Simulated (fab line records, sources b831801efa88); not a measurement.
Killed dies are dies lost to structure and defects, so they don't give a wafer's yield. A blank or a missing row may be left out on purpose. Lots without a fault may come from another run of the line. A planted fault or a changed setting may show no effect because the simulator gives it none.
Chamber matching | flow sky130 | SKY_VIA1_ETCH_14 on rie_diel-02: 4 sister chambers
The step etches BARC in N2/H2, stops on SiO2, time 45.9 s, target depth 60 nm. 14 wafers are shown with their chamber, then 7 later ones without.

WAFERS WITH THEIR CHAMBER
wafer  | chamber | drypump_motor_current_A (A) | run_length_s (s) | throttle_valve_pct (%)
L990.1 | 3       | 6.3                         | 74.4             | 13.222
L990.3 | 0       | 6.2                         | 75.1             | 13.232
L990.6 | 3       | 6.3                         | 74.3             | 13.207
L997.4 | 1       | 5.6                         | 73.8             | 13.244
L997.5 | 0       | 6.2                         | 74.7             | 13.230
L997.6 | 3       | 6.3                         | 74.3             | 13.208
L999.1 | 1       | 5.6                         | 73.8             | 13.212
L999.3 | 0       | 6.2                         | 74.3             | 13.222
L999.5 | 2       | 5.7                         | 74.2             | 13.230
L109.2 | 2       | 5.7                         | 74.4             | 13.229
L109.4 | 1       | 5.5                         | 73.4             | 13.217
L109.6 | 1       | 5.6                         | 73.6             | 13.214
L111.1 | 1       | 5.6                         | 73.8             | 13.247
L111.4 | 2       | 5.7                         | 74.0             | 13.226

SIGNATURES (means of the wafers above)
reading                 | chamber 0 | chamber 1 | chamber 2 | chamber 3 | scatter within a chamber
drypump_motor_current_A | 6.200     | 5.580     | 5.700     | 6.300     | 0.0283
run_length_s            | 74.700    | 73.680    | 74.200    | 74.333    | 0.231
throttle_valve_pct      | 13.22800  | 13.22680  | 13.22833  | 13.21233  | 0.0118
Rule: a wafer's distance from a chamber is the root of the sum, over the readings, of the square of ((its reading less the chamber's mean) divided by the reading's scatter). The wafer belongs to the nearest chamber; if the next one is less than 2 further off, it can't be placed. The scatter: the root of (the sum of the squares of (reading less its chamber's mean) over the shown wafers, divided by (wafers less chambers)).

WAFERS WITHOUT THEIR CHAMBER
wafer  | drypump_motor_current_A (A) | run_length_s (s) | throttle_valve_pct (%)
L111.5 | 5.6                         | 73.4             | 13.229
L112.1 | 6.2                         | 74.4             | 13.219
L112.3 | 5.7                         | 74.2             | 13.228
L112.6 | 6.3                         | 74.1             | 13.229
L113.4 | 5.6                         | 73.8             | 13.233
L113.5 | 5.7                         | 73.9             | 13.225
L113.6 | 6.3                         | 74.3             | 13.226

WHICH CHAMBER EACH WENT THROUGH
wafer  | from the rows above | in truth
L111.5 | 1                   | 1
L112.1 | 0                   | 0
L112.3 | 2                   | 2
L112.6 | 3                   | 3
L113.4 | 1                   | 1
L113.5 | 2                   | 2
L113.6 | 3                   | 3
Placed correctly: 7 of 7. Can't be placed from these rows: 0. Placed wrongly: 0.
